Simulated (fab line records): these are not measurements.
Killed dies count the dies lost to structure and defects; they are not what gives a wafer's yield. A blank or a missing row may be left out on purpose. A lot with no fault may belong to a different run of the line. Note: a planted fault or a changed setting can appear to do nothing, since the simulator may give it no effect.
Matching of chambers :: flow sky130 :: 4 sister chambers for SKY_VIA1_ETCH_14 on rie-diel-03
The step etches BARC in N2/H2, stops on SiO2, time 45.9 s, target depth 60 nm. 8 wafers are shown with their chamber, then 11 later ones without.

## WAFERS PAIRED WITH THEIR CHAMBERS
wafer: L082.2
chamber: 3
drypump-motor-current-A (A): 6.0
oes-product-au (a.u.): 0.853

wafer: L082.5
chamber: 3
drypump-motor-current-A (A): 6.0
oes-product-au (a.u.): 0.851

wafer: L084.1
chamber: 1
drypump-motor-current-A (A): 5.1
oes-product-au (a.u.): 0.858

wafer: L084.6
chamber: 1
drypump-motor-current-A (A): 5.1
oes-product-au (a.u.): 0.851

wafer: L085.3
chamber: 0
drypump-motor-current-A (A): 5.9
oes-product-au (a.u.): 0.853

wafer: L085.4
chamber: 2
drypump-motor-current-A (A): 5.0
oes-product-au (a.u.): 0.853

wafer: L085.6
chamber: 2
drypump-motor-current-A (A): 5.0
oes-product-au (a.u.): 0.846

wafer: L087.2
chamber: 0
drypump-motor-current-A (A): 6.0
oes-product-au (a.u.): 0.852

## WAFERS WITH NO CHAMBER GIVEN
wafer: L087.5
drypump-motor-current-A (A): 5.0
oes-product-au (a.u.): 0.853

wafer: L087.6
drypump-motor-current-A (A): 6.0
oes-product-au (a.u.): 0.862

wafer: L091.1
drypump-motor-current-A (A): 5.0
oes-product-au (a.u.): 0.858

wafer: L091.4
drypump-motor-current-A (A): 6.0
oes-product-au (a.u.): 0.861

wafer: L091.5
drypump-motor-current-A (A): 6.0
oes-product-au (a.u.): 0.859

wafer: L094.2
drypump-motor-current-A (A): 5.0
oes-product-au (a.u.): 0.849

wafer: L094.3
drypump-motor-current-A (A): 6.0
oes-product-au (a.u.): 0.854

wafer: L094.6
drypump-motor-current-A (A): 5.1
oes-product-au (a.u.): 0.854

wafer: L095.3
drypump-motor-current-A (A): 6.0
oes-product-au (a.u.): 0.859

wafer: L095.4
drypump-motor-current-A (A): 5.0
oes-product-au (a.u.): 0.854

wafer: L095.5
drypump-motor-current-A (A): 5.0
oes-product-au (a.u.): 0.854

## EACH ONE'S CHAMBER
wafer: L087.5
from the rows above: can't be placed: 2 or 1
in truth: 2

wafer: L087.6
from the rows above: can't be placed: 3 or 0
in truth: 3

wafer: L091.1
from the rows above: can't be placed: 2 or 1
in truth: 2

wafer: L091.4
from the rows above: can't be placed: 3 or 0
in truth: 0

wafer: L091.5
from the rows above: can't be placed: 3 or 0
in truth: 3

wafer: L094.2
from the rows above: 2
in truth: 2

wafer: L094.3
from the rows above: can't be placed: 3 or 0
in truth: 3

wafer: L094.6
from the rows above: 1
in truth: 1

wafer: L095.3
from the rows above: can't be placed: 3 or 0
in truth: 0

wafer: L095.4
from the rows above: can't be placed: 2 or 1
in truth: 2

wafer: L095.5
from the rows above: can't be placed: 2 or 1
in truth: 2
Correctly placed: 2 of 11. Not placeable from these rows: 9 (in 9, the candidates include the true chamber). Placed wrongly: 0.
How it was worked out, from the rows above alone: a wafer's distance from a chamber is the root of the sum, over the readings, of the square of ((its reading less the chamber's mean) divided by the reading's scatter). The wafer belongs to the nearest chamber; if the next one is less than 2 further off, it can't be placed. The mean given for a chamber averages the wafers shown for that chamber. How the scatter is found: for the shown wafers, subtract from each reading the mean of its chamber, square and add these, divide the total by (wafers less chambers), then take the root.
